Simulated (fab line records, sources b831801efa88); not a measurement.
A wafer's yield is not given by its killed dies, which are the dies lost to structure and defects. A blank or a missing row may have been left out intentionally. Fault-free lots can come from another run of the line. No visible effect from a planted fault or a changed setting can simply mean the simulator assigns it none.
Which tool did it? || flow gf180mcu || 10 lots with 30 wafers sampled at 7 steps, on a route of 602 steps

WHAT EACH GAUGE READ, for each wafer
GF_STI_THK_MEAS_24.
{"lot": "L999", "measured": "day 2 09:15", "on": "film_metro-03", "STI_CVD_23_THK (nm)": "659 665 653"}
{"lot": "L101", "measured": "day 2 18:47", "on": "film_metro-02", "STI_CVD_23_THK (nm)": "664 658 660"}
{"lot": "L103", "measured": "day 3 06:01", "on": "film_metro-04", "STI_CVD_23_THK (nm)": "645 649 651"}
{"lot": "L108", "measured": "day 4 06:49", "on": "film_metro-02", "STI_CVD_23_THK (nm)": "656 665 658"}
{"lot": "L111", "measured": "day 4 22:30", "on": "film_metro-04", "STI_CVD_23_THK (nm)": "654 660 649"}
{"lot": "L112", "measured": "day 5 04:25", "on": "film_metro-02", "STI_CVD_23_THK (nm)": "655 656 656"}
{"lot": "L113", "measured": "day 5 08:53", "on": "film_metro-04", "STI_CVD_23_THK (nm)": "649 652 658"}
{"lot": "L114", "measured": "day 5 14:36", "on": "film_metro-03", "STI_CVD_23_THK (nm)": "640 648 654"}
{"lot": "L119", "measured": "day 6 15:38", "on": "film_metro-04", "STI_CVD_23_THK (nm)": "643 640 636"}
{"lot": "L120", "measured": "day 6 20:37", "on": "film_metro-03", "STI_CVD_23_THK (nm)": "637 635 644"}

GF_LVPWELL_OVL_MEAS_07.
{"lot": "L999", "measured": "day 4 03:45", "on": "overlay-02", "LVPWELL_OVL (nm)": "1.6 1.9 2.8"}
{"lot": "L101", "measured": "day 4 12:48", "on": "overlay-01", "LVPWELL_OVL (nm)": "0.2 0.7 0.7"}
{"lot": "L103", "measured": "day 5 01:40", "on": "overlay-02", "LVPWELL_OVL (nm)": "2.3 1.7 -0.9"}
{"lot": "L108", "measured": "day 6 05:03", "on": "overlay-02", "LVPWELL_OVL (nm)": "0.1 -1.4 0.2"}
{"lot": "L111", "measured": "day 6 23:58", "on": "overlay-01", "LVPWELL_OVL (nm)": "-0.5 -0.8 0.4"}
{"lot": "L112", "measured": "day 7 04:39", "on": "overlay-01", "LVPWELL_OVL (nm)": "0.3 1.3 1.2"}
{"lot": "L113", "measured": "day 7 10:27", "on": "overlay-02", "LVPWELL_OVL (nm)": "1.0 1.4 1.6"}
{"lot": "L114", "measured": "day 7 13:52", "on": "overlay-01", "LVPWELL_OVL (nm)": "1.8 -0.6 1.0"}
{"lot": "L119", "measured": "day 8 18:40", "on": "overlay-02", "LVPWELL_OVL (nm)": "2.4 0.1 0.6"}
{"lot": "L120", "measured": "day 8 22:43", "on": "overlay-02", "LVPWELL_OVL (nm)": "1.1 -1.4 2.6"}

GF_PSD_TW_MEAS_11.
{"lot": "L999", "measured": "day 14 14:22", "on": "film_metro-01", "PSD_TW": "3161 3166 3181"}
{"lot": "L101", "measured": "day 15 06:00", "on": "film_metro-01", "PSD_TW": "3169 3185 3193"}
{"lot": "L103", "measured": "day 16 02:37", "on": "film_metro-01", "PSD_TW": "3190 3179 3185"}
{"lot": "L108", "measured": "day 17 20:13", "on": "film_metro-04", "PSD_TW": "3207 3204 3226"}
{"lot": "L111", "measured": "day 19 00:05", "on": "film_metro-04", "PSD_TW": "3069 3083 3076 3071 3076 3075"}
{"lot": "L112", "measured": "day 19 03:41", "on": "film_metro-04", "PSD_TW": "3088 3088 3060 3066 3070 3085"}
{"lot": "L113", "measured": "day 19 16:06", "on": "film_metro-03", "PSD_TW": "3158 3168 3175"}
{"lot": "L114", "measured": "day 19 22:33", "on": "film_metro-03", "PSD_TW": "3152 3151 3165"}
{"lot": "L119", "measured": "day 21 15:25", "on": "film_metro-01", "PSD_TW": "3176 3191 3189"}
{"lot": "L120", "measured": "day 21 19:19", "on": "film_metro-01", "PSD_TW": "3192 3179 3175"}

GF_PSD_RS_MEAS_15: the measuring method here is four-point-probe.
{"lot": "L999", "measured": "day 14 14:41", "on": "film_metro-01", "PSD_RS (ohm/sq)": "108.29 108.15 108.68"}
{"lot": "L101", "measured": "day 15 06:19", "on": "film_metro-03", "PSD_RS (ohm/sq)": "109.11 109.15 108.84"}
{"lot": "L103", "measured": "day 16 02:56", "on": "film_metro-03", "PSD_RS (ohm/sq)": "108.47 108.50 108.41"}
{"lot": "L108", "measured": "day 17 20:31", "on": "film_metro-03", "PSD_RS (ohm/sq)": "108.27 109.00 108.51"}
{"lot": "L111", "measured": "day 19 05:26", "on": "film_metro-04", "PSD_RS (ohm/sq)": "116.23 115.96 116.36 116.43 116.42 116.40"}
{"lot": "L112", "measured": "day 19 07:11", "on": "film_metro-04", "PSD_RS (ohm/sq)": "116.08 116.29 116.17 116.50 116.11 116.01"}
{"lot": "L113", "measured": "day 19 16:25", "on": "film_metro-03", "PSD_RS (ohm/sq)": "108.73 108.48 108.37"}
{"lot": "L114", "measured": "day 19 22:52", "on": "film_metro-01", "PSD_RS (ohm/sq)": "108.96 108.84 108.77"}
{"lot": "L119", "measured": "day 21 15:43", "on": "film_metro-04", "PSD_RS (ohm/sq)": "108.69 108.93 109.13"}
{"lot": "L120", "measured": "day 21 19:41", "on": "film_metro-04", "PSD_RS (ohm/sq)": "108.59 108.35 108.62"}

EACH LOT AND THE TOOL THAT RAN IT (in order: tool; ch and the chambers of the sampled wafers; start)
{"lot": "L999", "GF_MVSD_STRIP_10": "plasma_asher-04 ch 0,1, day 4 18:19", "GF_PSD_IMPLANT_09": "implanter-02 ch 0, day 14 14:07", "GF_PSD_STRIP_10": "plasma_asher-03 ch 0,1, day 14 14:16"}
{"lot": "L101", "GF_MVSD_STRIP_10": "plasma_asher-02 ch 0,1, day 5 03:23", "GF_PSD_IMPLANT_09": "implanter-02 ch 0, day 15 05:45", "GF_PSD_STRIP_10": "plasma_asher-01 ch 0,1, day 15 05:54"}
{"lot": "L103", "GF_MVSD_STRIP_10": "plasma_asher-02 ch 0,1, day 5 17:12", "GF_PSD_IMPLANT_09": "implanter-01 ch 0, day 16 02:23", "GF_PSD_STRIP_10": "plasma_asher-03 ch 0,1, day 16 02:30"}
{"lot": "L108", "GF_MVSD_STRIP_10": "plasma_asher-03 ch 0,1, day 6 20:33", "GF_PSD_IMPLANT_09": "implanter-02 ch 0, day 17 19:58", "GF_PSD_STRIP_10": "plasma_asher-02 ch 0,1, day 17 20:07"}
{"lot": "L111", "GF_MVSD_STRIP_10": "plasma_asher-03 ch 0,1, day 7 16:14", "GF_PSD_IMPLANT_09": "implanter-02 ch 0, day 18 23:52", "GF_PSD_STRIP_10": "plasma_asher-02 ch 0,1, day 18 23:59"}
{"lot": "L112", "GF_MVSD_STRIP_10": "plasma_asher-02 ch 0,1, day 7 21:11", "GF_PSD_IMPLANT_09": "implanter-02 ch 0, day 19 03:26", "GF_PSD_STRIP_10": "plasma_asher-01 ch 0,1, day 19 03:34"}
{"lot": "L113", "GF_MVSD_STRIP_10": "plasma_asher-03 ch 0, day 8 03:14", "GF_PSD_IMPLANT_09": "implanter-04 ch 0, day 19 15:51", "GF_PSD_STRIP_10": "plasma_asher-01 ch 0,1, day 19 16:00"}
{"lot": "L114", "GF_MVSD_STRIP_10": "plasma_asher-02 ch 0,1, day 8 07:06", "GF_PSD_IMPLANT_09": "implanter-04 ch 0, day 19 22:18", "GF_PSD_STRIP_10": "plasma_asher-01 ch 0,1, day 19 22:27"}
{"lot": "L119", "GF_MVSD_STRIP_10": "plasma_asher-02 ch 0,1, day 9 12:36", "GF_PSD_IMPLANT_09": "implanter-01 ch 0, day 21 15:09", "GF_PSD_STRIP_10": "plasma_asher-01 ch 0,1, day 21 15:18"}
{"lot": "L120", "GF_MVSD_STRIP_10": "plasma_asher-03 ch 0,1, day 9 16:35", "GF_PSD_IMPLANT_09": "implanter-01 ch 0, day 21 19:04", "GF_PSD_STRIP_10": "plasma_asher-01 ch 0,1, day 21 19:12"}
- GF_MVSD_STRIP_10: strips in O2/N2.
- GF_PSD_IMPLANT_09
- GF_PSD_STRIP_10: strips in O2/N2.

WHAT THE TOOLS THEMSELVES READ (means of the sampled wafers that have a number; where no wafer has one, the mark that the record gives instead)
GF_MVSD_STRIP_10.
{"lot": "L999", "tool": "plasma_asher-04", "drypump_motor_current_A (A)": 5.5, "heater_power_w (W)": 324, "o2_flow_sccm (sccm)": 2999, "oes_product_au (a.u.)": 0.719, "strip_time_to_endpoint_s (s)": 37.03}
{"lot": "L101", "tool": "plasma_asher-02", "drypump_motor_current_A (A)": 6.0, "heater_power_w (W)": 305, "o2_flow_sccm (sccm)": 2995, "oes_product_au (a.u.)": 0.724, "strip_time_to_endpoint_s (s)": 37.14}
{"lot": "L103", "tool": "plasma_asher-02", "drypump_motor_current_A (A)": 5.9, "heater_power_w (W)": 322, "o2_flow_sccm (sccm)": 2994, "oes_product_au (a.u.)": 0.723, "strip_time_to_endpoint_s (s)": 36.98}
{"lot": "L108", "tool": "plasma_asher-03", "drypump_motor_current_A (A)": 5.6, "heater_power_w (W)": 366, "o2_flow_sccm (sccm)": 3003, "oes_product_au (a.u.)": 0.724, "strip_time_to_endpoint_s (s)": 36.97}
{"lot": "L111", "tool": "plasma_asher-03", "drypump_motor_current_A (A)": 5.6, "heater_power_w (W)": 354, "o2_flow_sccm (sccm)": 3000, "oes_product_au (a.u.)": 0.724, "strip_time_to_endpoint_s (s)": 37.06}
{"lot": "L112", "tool": "plasma_asher-02", "drypump_motor_current_A (A)": 6.0, "heater_power_w (W)": 298, "o2_flow_sccm (sccm)": 2998, "oes_product_au (a.u.)": 0.718, "strip_time_to_endpoint_s (s)": 37.10}
{"lot": "L113", "tool": "plasma_asher-03", "drypump_motor_current_A (A)": 5.3, "heater_power_w (W)": 340, "o2_flow_sccm (sccm)": 3000, "oes_product_au (a.u.)": 0.718, "strip_time_to_endpoint_s (s)": 36.96}
{"lot": "L114", "tool": "plasma_asher-02", "drypump_motor_current_A (A)": 6.0, "heater_power_w (W)": 319, "o2_flow_sccm (sccm)": 3003, "oes_product_au (a.u.)": 0.718, "strip_time_to_endpoint_s (s)": 36.80}
{"lot": "L119", "tool": "plasma_asher-02", "drypump_motor_current_A (A)": 6.0, "heater_power_w (W)": 305, "o2_flow_sccm (sccm)": 3005, "oes_product_au (a.u.)": 0.719, "strip_time_to_endpoint_s (s)": 36.89}
{"lot": "L120", "tool": "plasma_asher-03", "drypump_motor_current_A (A)": 5.6, "heater_power_w (W)": 363, "o2_flow_sccm (sccm)": 2999, "oes_product_au (a.u.)": 0.725, "strip_time_to_endpoint_s (s)": 36.90}

GF_PSD_IMPLANT_09.
{"lot": "L999", "tool": "implanter-02", "beam_energy_keV": 39.987}
{"lot": "L101", "tool": "implanter-02", "beam_energy_keV": 40.008}
{"lot": "L103", "tool": "implanter-01", "beam_energy_keV": 40.014}
{"lot": "L108", "tool": "implanter-02", "beam_energy_keV": 40.012}
{"lot": "L111", "tool": "implanter-02", "beam_energy_keV": 34.605}
{"lot": "L112", "tool": "implanter-02", "beam_energy_keV": 34.605}
{"lot": "L113", "tool": "implanter-04", "beam_energy_keV": 40.020}
{"lot": "L114", "tool": "implanter-04", "beam_energy_keV": 40.011}
{"lot": "L119", "tool": "implanter-01", "beam_energy_keV": 40.007}
{"lot": "L120", "tool": "implanter-01", "beam_energy_keV": 40.005}

GF_PSD_STRIP_10.
{"lot": "L999", "tool": "plasma_asher-03", "drypump_motor_current_A (A)": 6.0, "heater_power_w (W)": 388, "o2_flow_sccm (sccm)": 2996, "oes_product_au (a.u.)": 0.592, "strip_time_to_endpoint_s (s)": 16.61}
{"lot": "L101", "tool": "plasma_asher-01", "drypump_motor_current_A (A)": 5.6, "heater_power_w (W)": 353, "o2_flow_sccm (sccm)": 2998, "oes_product_au (a.u.)": 0.597, "strip_time_to_endpoint_s (s)": 16.56}
{"lot": "L103", "tool": "plasma_asher-03", "drypump_motor_current_A (A)": 5.6, "heater_power_w (W)": 356, "o2_flow_sccm (sccm)": 3006, "oes_product_au (a.u.)": 0.592, "strip_time_to_endpoint_s (s)": 16.53}
{"lot": "L108", "tool": "plasma_asher-02", "drypump_motor_current_A (A)": 6.0, "heater_power_w (W)": 302, "o2_flow_sccm (sccm)": 2992, "oes_product_au (a.u.)": 0.591, "strip_time_to_endpoint_s (s)": 16.61}
{"lot": "L111", "tool": "plasma_asher-02", "drypump_motor_current_A (A)": 6.0, "heater_power_w (W)": 306, "o2_flow_sccm (sccm)": 3004, "oes_product_au (a.u.)": 0.608, "strip_time_to_endpoint_s (s)": 16.09}
{"lot": "L112", "tool": "plasma_asher-01", "drypump_motor_current_A (A)": 5.6, "heater_power_w (W)": 357, "o2_flow_sccm (sccm)": 2994, "oes_product_au (a.u.)": 0.600, "strip_time_to_endpoint_s (s)": 15.97}
{"lot": "L113", "tool": "plasma_asher-01", "drypump_motor_current_A (A)": 5.6, "heater_power_w (W)": 332, "o2_flow_sccm (sccm)": 3008, "oes_product_au (a.u.)": 0.594, "strip_time_to_endpoint_s (s)": 16.48}
{"lot": "L114", "tool": "plasma_asher-01", "drypump_motor_current_A (A)": 5.6, "heater_power_w (W)": 353, "o2_flow_sccm (sccm)": 3005, "oes_product_au (a.u.)": 0.594, "strip_time_to_endpoint_s (s)": 16.56}
{"lot": "L119", "tool": "plasma_asher-01", "drypump_motor_current_A (A)": 5.6, "heater_power_w (W)": 353, "o2_flow_sccm (sccm)": 3000, "oes_product_au (a.u.)": 0.592, "strip_time_to_endpoint_s (s)": 16.52}
{"lot": "L120", "tool": "plasma_asher-01", "drypump_motor_current_A (A)": 5.6, "heater_power_w (W)": 348, "o2_flow_sccm (sccm)": 2992, "oes_product_au (a.u.)": 0.588, "strip_time_to_endpoint_s (s)": 16.52}

THE ANSWER, worked out from the rows above alone
Rule: the lots themselves supply what counts as usual. Put in order of their means at a reading, lots are off if they are a third of the lots or fewer, leave a main group of 4 or more, and stand apart from it by a gap of 3 or more times the standard deviation of the main group's means; of several such gaps the widest counts. Not used: any main group whose means are identical at the precision the tables above print for the reading. Also off: a lot with no number at a reading for which 4 or more lots have one. Any other lot the step has rows for is counted as sound. First the gauges in route order, then the tools' own readings, where a lot's mean is used as printed above. At the first step where some lot is off, the reading lying furthest off is the one used; lots without a number count as furthest.
Off: L111, L112, seen at GF_PSD_TW_MEAS_11 (PSD_TW). Mean 3180 and standard deviation 16 in the main group.
If a tool, at a process step before that reading, ran all the lots that are off and no sound lot after the first of them, it fits. Not tried: the gauges at GF_PSD_TW_MEAS_11; whatever is off there is also off at GF_PSD_IMPLANT_09, on other tools, and gauge error can't account for it. One fits: GF_PSD_IMPLANT_09 on implanter-02. A fault onset in the window from L108 (day 17 19:58, its last sound lot) to L111 (day 18 23:52, its first lot off) fits.
The tool's own readings at GF_PSD_IMPLANT_09 bear it out: on the lots that are off they differ by more than 5 times the standard deviation of the sound lots' means. beam_energy_keV reads 34.605 there against 40.008 on the sound lots.

WHAT THE SIMULATOR HAD INSERTED
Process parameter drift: implanter-02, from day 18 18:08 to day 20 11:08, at GF_PSD_IMPLANT_09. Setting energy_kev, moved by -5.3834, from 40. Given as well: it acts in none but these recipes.
Lots struck among those shown: L111, L112. The rule given above showed the same thing.
